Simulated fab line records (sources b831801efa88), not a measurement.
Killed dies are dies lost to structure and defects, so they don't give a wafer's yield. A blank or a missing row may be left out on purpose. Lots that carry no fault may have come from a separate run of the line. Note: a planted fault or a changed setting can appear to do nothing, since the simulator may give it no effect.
A lot that was struck, set against a sound lot :: flow sky130 :: 23 steps out of a route of 708
Sound: the wafers L478.1, L478.2, L478.4. Wafers L474.1, L474.4, L474.5 were the ones struck. At the end, the cause is stated.
For every step that has rows: the tool of each side, followed by ch and its chambers, followed by its first start. Under that, the readings that differ: sound wafers :: struck wafers :: difference of the means :: sigmas: that difference in standard deviations of wafers without a fault.
alike: words and numbers the same on both sides, and readings whose means are apart by under 2 such deviations; not compared: readings that were withheld, readings missing a value for some wafer, numbers with overlapping values and no deviation given by the record, and bounds like >300 which may hide the same value.
The two part at a step that has a row with sigmas, a row that says differs or no value, or rows on one side only. When numbers do not overlap yet have no deviation, they are printed without sigmas and do not part them. A reading missing from all wafers of one side parts the sides only when that side holds two or more wafers.

first, 1 step without rows for these wafers: SKY_SONOS_ONO_DEVELOP_12 (develop time 60 s).
SKY_SONOS_ONO_CD_MEAS_13 targets a cd of 410 nm.
  sound on cd_sem-02, day 15 05:17; struck on cd_sem-01, day 13 17:20
  alike: cd_nm
SKY_SONOS_ONO_OVL_MEAS_14:
  sound on overlay-02, day 15 05:25; struck on overlay-01, day 13 17:27
reading: SONOS_ONO_OVL (nm)
sound: 2.0 1.6 3.2
struck: -0.6 -1.0 -3.4
difference: -3.9
sigmas: -3
SKY_SONOS_ONO_ETCH_15: etches the open film in CHF3/O2, target depth 19.52 nm, time 8.101 s.
  sound on rie_diel-01 ch 1,2,3, day 15 05:26; struck on rie_diel-02 ch 0,1,2, day 13 17:29
reading: oes_product_au (a.u.)
sound: 0.988 0.997 0.989
struck: 1.013 1.021 1.029
difference: +0.030
sigmas: +2
  alike: drypump_motor_current_A, throttle_valve_pct
  not compared: rf_hours_counter_h
then, 1 step without rows for these wafers: SKY_SONOS_ONO_WET_ETCH_16 (etches SiO2 in dHF, target depth 14 nm, time 280 s).
SKY_SONOS_ONO_STRIP_17: strips in O2/N2.
  sound on plasma_asher-01 ch 0,1, day 15 05:33; struck on plasma_asher-01 ch 0,1, day 13 17:36
  alike: drypump_motor_current_A, oes_product_au, strip_time_to_endpoint_s
  not compared: rf_hours_counter_h
then, 3 steps without rows for these wafers: SKY_SONOS_ONO_WET_ETCH_18 (etches Si3N4 in H3PO4, target depth 15 nm, time 172 s); SKY_GATE_OXIDE_CLEAN_00 (cleans in SC1/SC2, time 150 s); SKY_GATE_OXIDE_OXIDATION_01 (stabilise 600 s, purge 300 s, target thk 10.268 nm).
SKY_GATE_OXIDE_THK_MEAS_02:
  sound on film_metro-02, day 15 08:46; struck on film_metro-04, day 13 19:50
  alike: GATE_OXIDE_OXIDATION_00_THK
then, 2 steps without rows for these wafers: SKY_GATE_OXIDE_DEHYDRATE_03 (time 60 s); SKY_GATE_OXIDE_HMDS_04 (prime time 60 s).
SKY_GATE_OXIDE_COAT_05: resist thk 1140 nm.
  sound on litho_track-04 ch 0, day 15 22:08; struck on litho_track-01 ch 0, day 14 09:11
reading: resist_line_temp_C (C)
sound: 23.10 23.09 23.25
struck: 22.88 22.88 22.83
difference: -0.28
sigmas: -3

reading: model.NOVOLAK_of_GATE_OXIDE_COAT_05.thk_nm (nm)
sound: 1140 1139 1142
struck: 597.1 596 597.7
difference: -543.4
sigmas: 
  alike: dispense_pressure_kPa
then, 3 steps without rows for these wafers: SKY_GATE_OXIDE_SOFTBAKE_06 (time 58.68 s); SKY_GATE_OXIDE_EXPOSE_07 (exposes mask LVOM, target cd 600 nm); SKY_GATE_OXIDE_PEB_08.
SKY_GATE_OXIDE_DEVELOP_09: develop time 60 s.
  sound on litho_track-04 ch 0, day 16 12:05; struck on litho_track-01 ch 0, day 14 22:50
reading: model.NOVOLAK_of_GATE_OXIDE_COAT_05.thk_nm (nm)
sound: 1140 1139 1142
struck: 596.9 595.8 597.5
difference: -543.6
sigmas: 
  alike: developer_temp_C, resist_line_temp_C
SKY_GATE_OXIDE_OVL_MEAS_10:
  sound on overlay-02, day 16 12:14; struck on overlay-01, day 14 22:59
  alike: GATE_OXIDE_OVL
then, 2 steps without rows for these wafers: SKY_GATE_OXIDE_IMPLANT_11; SKY_GATE_OXIDE_WET_ETCH_12 (etches SiO2 in dHF, target depth 16.8 nm, time 336 s).
SKY_GATE_OXIDE_STRIP_13: strips in O2/N2.
  sound on plasma_asher-01 ch 0,1, day 16 12:31; struck on plasma_asher-01 ch 0,1, day 14 23:16
reading: oes_product_au (a.u.)
sound: 0.717 0.709 0.719
struck: 0.557 0.563 0.558
difference: -0.156
sigmas: -35

reading: strip_time_to_endpoint_s (s)
sound: 14.17 14.18 14.22
struck: 7.87 7.83 7.86
difference: -6.34
sigmas: -99 or more
  alike: drypump_motor_current_A
  not compared: rf_hours_counter_h
SKY_GATE_OXIDE_TW_MEAS_14:
  sound on film_metro-04, day 16 12:37; struck on film_metro-01, day 14 23:22
  alike: GATE_OXIDE_TW
-- a jump in the record: the struck wafers' starts before and after are 32 days apart (it breaks off in module GATE_OXIDE and resumes in module PAD_OPEN, where the first step shown is number 708 of the route) --
SKY_PAD_OPEN_PROBE_99:
  sound on prober-01, day 48 02:27; struck on prober-01, day 46 14:27
  alike: killed_at_M0_to_M3, killed_at_M4_up, killed_at_contacts, killed_at_front_end, killed_at_other, killed_dies, killed_on_rim, killed_open, killed_short

== WHERE THEY PART ==
At SKY_SONOS_ONO_OVL_MEAS_14 first; at SKY_GATE_OXIDE_STRIP_13 last (within this record only). Later steps at which nothing parts them and some readings are alike: SKY_GATE_OXIDE_TW_MEAS_14, SKY_PAD_OPEN_PROBE_99.

WHY: what had been put in by the simulator
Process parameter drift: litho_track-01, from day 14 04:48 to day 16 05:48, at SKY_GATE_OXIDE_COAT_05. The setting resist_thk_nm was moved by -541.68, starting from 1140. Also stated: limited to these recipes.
